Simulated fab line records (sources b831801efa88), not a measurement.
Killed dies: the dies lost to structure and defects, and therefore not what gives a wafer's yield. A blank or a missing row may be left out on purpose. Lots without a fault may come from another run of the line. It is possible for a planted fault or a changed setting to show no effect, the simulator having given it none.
A struck lot beside a sound one :: flow sky130 :: 18 steps out of a route of 708
Sound: the wafers L218.2, L218.3, L218.6. Wafers L223.1, L223.2, L223.6 were the ones struck. The cause is named last.
Order at every step that has rows: each side's tool, ch and its chambers, its first start. Under that, the readings that differ: sound wafers :: struck wafers :: difference of the means :: sigmas: that difference in standard deviations of wafers without a fault.
alike: readings with means less than 2 such deviations apart, plus words and numbers identical on both sides. not compared: withheld readings, readings lacking a value on some wafer, bounds such as >300 that could conceal the same value, and numbers that have no deviation in the record and whose values overlap.
A row with sigmas, a row that says differs or no value, or rows on one side alone: a step with any of these is where the two part. Non-overlapping numbers with no deviation appear without sigmas and do not part them. A reading missing from all wafers of one side parts the sides only when that side holds two or more wafers.

first, 4 steps without rows for these wafers: SKY_PWDE_SOFTBAKE_03; SKY_PWDE_EXPOSE_04 (exposes mask PWDEM, target cd 840 nm); SKY_PWDE_PEB_05; SKY_PWDE_DEVELOP_06 (develop time 60 s).
SKY_PWDE_OVL_MEAS_07:
  sound on overlay-02, day 4 10:16; struck on overlay-02, day 5 11:58
  alike: PWDE_OVL
then, 1 step without rows for these wafers: SKY_PWDE_IMPLANT_08.
SKY_PWDE_STRIP_09: strips in O2/N2.
  sound on plasma asher-02 ch 0,1, day 4 10:36; struck on plasma asher-02 ch 0,1, day 5 12:09
  alike: drypump motor current A, oes product au, strip time to endpoint s
  not compared: rf hours counter h
SKY_PWDE_TW_MEAS_10:
  sound on film metro-01, day 4 10:43; struck on film metro-03, day 5 12:15
  alike: PWDE_TW
then, 4 steps without rows for these wafers: SKY_NWELL_DEHYDRATE_03 (time 60 s); SKY_NWELL_HMDS_04 (prime time 60 s); SKY_NWELL_COAT_05 (resist thk 3000 nm); SKY_NWELL_SOFTBAKE_06.
SKY_NWELL_EXPOSE_07: exposes mask NWM, target cd 840 nm.
  sound on iline stepper-02 ch 0, day 4 19:44; struck on iline stepper-02 ch 0, day 5 21:06
reading: model.NWELL.overlay x nm (nm)
sound: 0.3319 0.3319 0.3319
struck: 143.5 143.5 143.5
difference: +143.2
sigmas: 
  alike: mask
then, 2 steps without rows for these wafers: SKY_NWELL_PEB_08; SKY_NWELL_DEVELOP_09 (develop time 60 s).
SKY_NWELL_OVL_MEAS_10:
  sound on overlay-02, day 5 03:55; struck on overlay-01, day 6 06:53
reading: NWELL_00_OVL (nm)
sound: 0.9 -0.8 -0.1
struck: 142.3 142.5 144.3
difference: +143.0
sigmas: +99 or more
then, 1 step without rows for these wafers: SKY_NWELL_IMPLANT_11.
-- the record jumps here: 42 days lie between the struck wafers' starts before and after (it left off in module NWELL and takes up again in module PAD_OPEN, whose first step shown is number 708 of the route) --
SKY_PAD_OPEN_PROBE_99:
  sound on prober-01, day 46 09:29; struck on prober-01, day 48 00:53
reading: model.etest.pfet_16v.r on ohm um
sound: 1.535e+04 1.561e+04 1.587e+04
struck: 1.839e+04 1.848e+04 1.876e+04
difference: +2.933e+03
sigmas: 

reading: model.etest.nfet_16v.r on ohm um
sound: 1.408e+04 1.427e+04 1.427e+04
struck: 1.648e+04 1.645e+04 1.625e+04
difference: +2.187e+03
sigmas: 

reading: model.etest.pfet_16v.drive ua um
sound: 248.7 244 241.5
struck: 190.5 190.7 186.4
difference: -55.5
sigmas: 

reading: model.etest.nfet_16v.drive ua um
sound: 219.2 216.7 218.8
struck: 202.4 198.2 200.6
difference: -17.8
sigmas: 

reading: model.etest.sram nfet pass.off log10 a um
sound: -12.47 -12.69 -12.99
struck: -6.206 -7.012 -6.207
difference: +6.242
sigmas: 
  alike: killed_at_M0_to_M3, killed_at_M4_up, killed at contacts, killed at front end, killed at other, killed dies, killed open, killed short

WHERE THEY PART
At SKY_NWELL_OVL_MEAS_10 and nowhere else, as far as this record goes. Later steps at which nothing parts them and some readings are alike: SKY_PAD_OPEN_PROBE_99.

WHY: what had been put in by the simulator
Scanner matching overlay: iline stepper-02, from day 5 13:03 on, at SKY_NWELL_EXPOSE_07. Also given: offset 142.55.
